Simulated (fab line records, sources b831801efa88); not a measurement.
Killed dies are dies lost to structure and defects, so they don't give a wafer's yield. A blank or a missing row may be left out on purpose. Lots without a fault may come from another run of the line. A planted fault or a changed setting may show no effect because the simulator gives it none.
A struck lot beside a sound one | flow sky130 | 38 steps out of a route of 708
Sound: wafers L590.3, L590.5, L590.6. Struck: wafers L608.2, L608.5, L608.6. The cause comes at the end.
At each step with rows: each side's tool, then ch and its chambers, then its first start. Under that, the readings that differ: sound wafers | struck wafers | difference of the means | sigmas: that difference in standard deviations of wafers without a fault.
alike: readings whose means differ by less than 2 such deviations, and words and numbers that are the same on both sides. not compared: withheld readings, readings that some wafer has no value for, bounds like >300 that may hide the same value, and numbers for which the record gives no deviation and whose values overlap.
The two part at a step that has a row with sigmas, a row that says differs or no value, or rows on one side only. Numbers that don't overlap but have no deviation are shown without sigmas and don't part them. A reading that every wafer of one side lacks parts them only if that side has two wafers or more.

first, 11 steps without rows for these wafers: SKY_CAP2M_DEHYDRATE_05 (time 60 s); SKY_CAP2M_HMDS_06 (prime time 60 s); SKY_CAP2M_COAT_07 (resist thk 1140 nm); SKY_CAP2M_SOFTBAKE_08 (time 60 s); SKY_CAP2M_EXPOSE_09 (exposes mask CAP2M, target cd 1000 nm); SKY_CAP2M_PEB_10; SKY_CAP2M_DEVELOP_11 (develop time 60 s); SKY_CAP2M_METAL_ETCH_13 (etches TiN in Cl2/BCl3, stops on SiO2, target depth 220 nm, time 62.9 s); SKY_CAP2M_STRIP_14 (strips in O2/N2); SKY_CAP2M_STRIP_15 (strips in post etch residue remover, time 1200 s); SKY_CAP2M_CLEAN_16 (cleans in IPA, time 180 s).
SKY_CAP2M_CLEAN_17: cleans in O3/DIW.
  sound on wet_bench-01 ch 0, day 40 20:36; struck on wet_bench-01 ch 2, day 45 19:53
then, 25 steps without rows for these wafers: SKY_METAL4_DEHYDRATE_05 (time 60 s); SKY_METAL4_HMDS_06 (prime time 60 s); SKY_METAL4_COAT_07 (resist thk 60 nm); SKY_METAL4_COAT_08 (resist thk 1140 nm); SKY_METAL4_SOFTBAKE_09 (time 90 s); SKY_METAL4_EXPOSE_10 (exposes mask MM4, target cd 300 nm); SKY_METAL4_PEB_11; SKY_METAL4_DEVELOP_12 (develop time 60 s); SKY_METAL4_DESCUM_15 (chemistry O2, time 8 s); SKY_METAL4_ETCH_16 (etches BARC in N2/H2, stops on SiO2, time 88.2 s, target depth 60 nm); SKY_METAL4_ETCH_17 (etches SiO2 in C4F8/O2/Ar, stops on TiN, time 3.9 s, target depth 15 nm); SKY_METAL4_METAL_ETCH_18 (etches the open film in Cl2/BCl3, stops on SiO2, target depth 845 nm, time 183.1 s); SKY_METAL4_STRIP_19 (strips in O2/N2); SKY_METAL4_STRIP_20 (strips in post etch residue remover, time 1200 s); SKY_METAL4_CLEAN_21 (cleans in IPA, time 180 s); SKY_METAL4_CLEAN_22 (cleans in O3/DIW); SKY_VIA4_HDPCVD_00 (deposits SiO2, target thk 1750 nm, time 291.7 s); SKY_VIA4_CMP_02 (polishes SiO2); SKY_VIA4_DEHYDRATE_04 (time 60 s); SKY_VIA4_HMDS_05 (prime time 60 s); SKY_VIA4_COAT_06 (resist thk 1140 nm); SKY_VIA4_SOFTBAKE_07 (time 60 s); SKY_VIA4_EXPOSE_08 (exposes mask VIM4, target cd 800 nm); SKY_VIA4_PEB_09; SKY_VIA4_DEVELOP_10 (develop time 60 s).
-- the record jumps here: 4 days lie between the struck wafers' starts before and after (it left off in module VIA4 and takes up again in module PAD_OPEN, whose first step shown is number 708 of the route) --
SKY_PAD_OPEN_PROBE_99:
  sound on prober-02, day 45 19:39; struck on prober-01, day 50 02:45
  reading                               | sound               | struck                                                                     | difference                   | sigmas
  hold                                  | - - -               | await_dispo/6.6h/release await_dispo/6.6h/release await_dispo/6.6h/release | no value on the sound wafers |
  defect_limited_yield (%)              | 84.3 80.7 84.3      | 71.7 73.8 75.6                                                             | -9.4                         | -5
  killed_at_other                       | 0 0 0               | 48 42 46                                                                   | +45                          | +68
  killed_dies                           | 77 95 77            | 139 129 120                                                                | +46                          | +5
  sort_bin_3_pad_short (%)              | 0.2 0.6 0.8         | 2.2 2.2 2.4                                                                | +1.7                         | +4
  sort_bin_5_function (%)               | 7.7 11.0 9.1        | 15.9 15.9 14.4                                                             | +6.1                         | +5
  sort_n_pass                           | 415 397 415         | 353 363 372                                                                | -46                          | -5
  sort_yield_pct (%)                    | 84.3 80.7 84.3      | 71.7 73.8 75.6                                                             | -9.4                         | -5
  model.etest.tester.sort_n_pass        | 415 397 415         | 353 363 372                                                                | -46                          |
  model.etest.tester.sort_yield_pct (%) | 84.35 80.69 84.35   | 71.75 73.78 75.61                                                          | -9.42                        |
  model.etest.tester.sort_bin_5_pct (%) | 7.724 10.98 9.146   | 15.85 15.85 14.43                                                          | +6.09                        |
  model.etest.tester.sort_bin_3_pct (%) | 0.2033 0.6098 0.813 | 2.236 2.236 2.439                                                          | +1.762                       |
  alike: killed_at_M0_to_M3, killed_at_M4_up, killed_at_contacts, killed_at_front_end, killed_open, killed_short, sort_bin_6_memory

WHERE THEY PART
Only at SKY_PAD_OPEN_PROBE_99, within this record.

WHY: what the simulator had put in
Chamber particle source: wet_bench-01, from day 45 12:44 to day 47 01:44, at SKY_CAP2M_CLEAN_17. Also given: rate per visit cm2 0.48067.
